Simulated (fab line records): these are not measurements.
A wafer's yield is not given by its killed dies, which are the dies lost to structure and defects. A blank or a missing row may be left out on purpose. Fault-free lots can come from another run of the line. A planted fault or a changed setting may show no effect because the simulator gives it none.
Struck lot and sound lot, side by side / flow gf180mcu / 14 out of 602 route steps
Sound: wafers L512.3, L512.5, L512.6. Wafers struck: L520.3, L520.4, L520.5. The cause is given at the end.
Per side, at each step with rows, come the tool, then ch with its chambers, and then its first start. Under that, the readings that differ: sound wafers / struck wafers / difference of the means / sigmas: that difference in standard deviations of wafers without a fault.
alike: a reading whose means differ by less than 2 such deviations, as well as words and numbers matching on both sides. not compared: withheld readings; readings where some wafer has no value; bounds like >300 that might hide an equal value; numbers whose values overlap and for which the record gives no deviation.
The two part at a step that has a row with sigmas, a row that says differs or no value, or rows on one side only. Non-overlapping numbers with no deviation appear without sigmas and do not part them. A reading that every wafer of one side lacks parts them only if that side has two wafers or more.

first, 2 steps without rows for these wafers: GF_MIM_PEB_17; GF_MIM_DEVELOP_18 (develop time 60 s).
GF_MIM_METAL_ETCH_19: etches the open film in Cl2/BCl3, stops on Si3N4, target depth 324.5 nm, time 54.1 s.
  sound on rie metal-01 ch 0,1, day 25 17:14; struck on rie metal-04 ch 0,1, day 28 11:29
  alike: drypump motor current A, oes product au, throttle valve pct
  not compared: rf hours counter h
GF_MIM_STRIP_20: strips in O2/N2.
  sound on plasma asher-01 ch 0,1, day 25 17:19; struck on plasma asher-01 ch 0,1, day 28 11:34
reading=strip time to endpoint s (s); sound=11.15 11.14 11.16; struck=11.24 11.23 11.27; difference=+0.10; sigmas=+2
  alike: drypump motor current A, heater power w, o2 flow sccm, oes product au
  not compared: rf hours counter h
then, 8 steps without rows for these wafers: GF_MIM_STRIP_21 (strips in post etch residue remover, time 1200 s); GF_MIM_CLEAN_22 (cleans in DIW); GF_M5_DEHYDRATE_00 (time 60 s); GF_M5_HMDS_01 (prime time 60 s); GF_M5_COAT_02 (resist thk 1000 nm); GF_M5_SOFTBAKE_03 (time 58.61 s); GF_M5_EXPOSE_04 (exposes mask Metal5, target cd 280 nm); GF_M5_PEB_05 (peb time 90 s).
GF_M5_DEVELOP_06: develop time 60 s.
  struck on litho track-04, day 29 07:22; sound on litho track-03 ch 0, day 26 15:10
  no value came back on the struck wafers for chill plate temp C (C), develop time s (s); on the sound wafers chill plate temp C (C) reads 23.04 23.12 23.02
reading=model.KrF_of_M5_COAT_02.thk nm (nm); sound=978.3 980.2 979; struck=1000 999.4 1000; difference=+21; sigmas=
GF_M5_CD_MEAS_07: target cd 280 nm.
  sound on cd sem-02 at day 26 15:18; struck on cd sem-01 at day 29 07:30
reading=cd nm (nm); sound=282.6 281.1 282.0; struck=- - -; difference=no value on the struck wafers; sigmas=

WHERE THEY PART
Last at GF_M5_CD_MEAS_07 as far as this record goes, first at GF_MIM_STRIP_20.

WHY: what the simulator had put in
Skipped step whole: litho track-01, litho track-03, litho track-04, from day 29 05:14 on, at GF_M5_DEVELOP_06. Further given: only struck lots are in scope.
